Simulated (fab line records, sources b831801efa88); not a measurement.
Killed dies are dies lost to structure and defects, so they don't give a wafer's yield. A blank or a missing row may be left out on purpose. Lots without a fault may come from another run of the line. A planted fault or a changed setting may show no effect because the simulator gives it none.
Chamber matching | flow sky130 | SKY_METAL3_ETCH_17 on rie_diel-04: 4 sister chambers
The step etches SiO2 in C4F8/O2/Ar, stops on TiN, time 3.9 s, target depth 15 nm. 8 wafers are shown with their chamber, then 8 later ones without.

WAFERS WITH THEIR CHAMBER
wafer  | chamber | oes_product_au (a.u.)
L127.2 | 3       | 0.757
L127.5 | 3       | 0.752
L130.6 | 0       | 0.752
L137.6 | 2       | 0.758
L145.2 | 2       | 0.742
L145.4 | 1       | 0.757
L145.6 | 0       | 0.753
L148.2 | 1       | 0.740

WAFERS WITHOUT THEIR CHAMBER
wafer  | oes_product_au (a.u.)
L148.4 | 0.754
L148.5 | 0.748
L147.3 | 0.731
L147.4 | 0.756
L147.5 | 0.751
L149.1 | 0.753
L149.3 | 0.749
L149.6 | 0.754

WHICH CHAMBER EACH WENT THROUGH
wafer  | from the rows above               | in truth
L148.4 | can't be placed: 3 or 0 or 2 or 1 | 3
L148.5 | can't be placed: 1 or 2 or 0 or 3 | 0
L147.3 | can't be placed: 1 or 2 or 0 or 3 | 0
L147.4 | can't be placed: 3 or 0 or 2 or 1 | 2
L147.5 | can't be placed: 2 or 0 or 1 or 3 | 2
L149.1 | can't be placed: 0 or 3 or 2 or 1 | 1
L149.3 | can't be placed: 1 or 2 or 0 or 3 | 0
L149.6 | can't be placed: 3 or 0 or 2 or 1 | 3
Placed correctly: 0 of 8. Can't be placed from these rows: 8 (the true chamber is among the candidates in 8). Placed wrongly: 0.
How it was worked out, from the rows above alone: a wafer's distance from a chamber is the root of the sum, over the readings, of the square of ((its reading less the chamber's mean) divided by the reading's scatter). The wafer belongs to the nearest chamber; if the next one is less than 2 further off, it can't be placed. A chamber's mean is the mean of its shown wafers. The scatter: the root of (the sum of the squares of (reading less its chamber's mean) over the shown wafers, divided by (wafers less chambers)).
